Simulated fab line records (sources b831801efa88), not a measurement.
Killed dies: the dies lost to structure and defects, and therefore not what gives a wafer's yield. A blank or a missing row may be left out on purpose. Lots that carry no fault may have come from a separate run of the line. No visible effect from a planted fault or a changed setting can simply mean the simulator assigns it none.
Chamber matching / flow gf180mcu / GF_CONTACT_CVD_00 on hdpcvd-01: 3 sister chambers
The step deposits SiO2, target thk 300 nm, time 50 s. 16 wafers are shown with their chamber, then 8 later ones without.

WAFERS PAIRED WITH THEIR CHAMBERS
wafer=L290.3; chamber=2; susceptor_temp_C (C)=399.87; sih4_flow_sccm (sccm)=60.48
wafer=L290.5; chamber=1; susceptor_temp_C (C)=400.08; sih4_flow_sccm (sccm)=60.04
wafer=L290.6; chamber=2; susceptor_temp_C (C)=400.22; sih4_flow_sccm (sccm)=60.04
wafer=L293.1; chamber=2; susceptor_temp_C (C)=399.92; sih4_flow_sccm (sccm)=60.10
wafer=L293.4; chamber=0; susceptor_temp_C (C)=400.00; sih4_flow_sccm (sccm)=59.97
wafer=L293.6; chamber=1; susceptor_temp_C (C)=400.17; sih4_flow_sccm (sccm)=60.17
wafer=L294.2; chamber=0; susceptor_temp_C (C)=400.26; sih4_flow_sccm (sccm)=59.88
wafer=L294.4; chamber=0; susceptor_temp_C (C)=399.92; sih4_flow_sccm (sccm)=59.96
wafer=L294.6; chamber=2; susceptor_temp_C (C)=400.01; sih4_flow_sccm (sccm)=60.13
wafer=L295.1; chamber=1; susceptor_temp_C (C)=400.32; sih4_flow_sccm (sccm)=59.73
wafer=L295.2; chamber=0; susceptor_temp_C (C)=400.07; sih4_flow_sccm (sccm)=60.16
wafer=L295.4; chamber=1; susceptor_temp_C (C)=400.47; sih4_flow_sccm (sccm)=60.19
wafer=L298.1; chamber=1; susceptor_temp_C (C)=400.37; sih4_flow_sccm (sccm)=59.94
wafer=L298.2; chamber=2; susceptor_temp_C (C)=400.07; sih4_flow_sccm (sccm)=60.10
wafer=L298.3; chamber=0; susceptor_temp_C (C)=400.47; sih4_flow_sccm (sccm)=60.23
wafer=L300.1; chamber=0; susceptor_temp_C (C)=399.76; sih4_flow_sccm (sccm)=59.94

SIGNATURES (averages over the wafers above)
reading=susceptor_temp_C; chamber 0=400.0800; chamber 1=400.2820; chamber 2=400.0180; scatter within a chamber=0.195
reading=sih4_flow_sccm; chamber 0=60.0233; chamber 1=60.0140; chamber 2=60.1700; scatter within a chamber=0.167
Rule: for a wafer and a chamber, the distance is found by dividing, reading by reading, the gap between the wafer's reading and the chamber's mean by the reading's scatter, squaring, summing and taking the root. If the next closest chamber is less than 2 further off than the closest, the wafer can't be placed; otherwise it belongs to the closest. The scatter is the square root of a quotient: the sum, over the shown wafers, of each reading's squared deviation from its chamber's mean, divided by wafers minus chambers.

WAFERS MISSING THEIR CHAMBER
wafer=L300.3; susceptor_temp_C (C)=399.98; sih4_flow_sccm (sccm)=60.30
wafer=L300.6; susceptor_temp_C (C)=399.89; sih4_flow_sccm (sccm)=59.94
wafer=L302.2; susceptor_temp_C (C)=400.47; sih4_flow_sccm (sccm)=60.08
wafer=L302.4; susceptor_temp_C (C)=399.75; sih4_flow_sccm (sccm)=60.05
wafer=L302.5; susceptor_temp_C (C)=399.85; sih4_flow_sccm (sccm)=59.52
wafer=L312.2; susceptor_temp_C (C)=400.03; sih4_flow_sccm (sccm)=59.94
wafer=L312.3; susceptor_temp_C (C)=400.09; sih4_flow_sccm (sccm)=60.20
wafer=L312.4; susceptor_temp_C (C)=399.94; sih4_flow_sccm (sccm)=59.82

THE CHAMBER EACH PASSED THROUGH
wafer=L300.3; from the rows above=can't be placed: 2 or 0 or 1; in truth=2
wafer=L300.6; from the rows above=can't be placed: 0 or 2 or 1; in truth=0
wafer=L302.2; from the rows above=can't be placed: 1 or 0 or 2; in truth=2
wafer=L302.4; from the rows above=can't be placed: 2 or 0 or 1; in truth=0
wafer=L302.5; from the rows above=can't be placed: 0 or 1 or 2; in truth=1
wafer=L312.2; from the rows above=can't be placed: 0 or 1 or 2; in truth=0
wafer=L312.3; from the rows above=can't be placed: 2 or 0 or 1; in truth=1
wafer=L312.4; from the rows above=can't be placed: 0 or 1 or 2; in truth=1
Correct placement for 0 of the 8. Cannot be placed on the basis of these rows: 8; the candidates contain the true chamber in 8. Placed wrongly: 0.
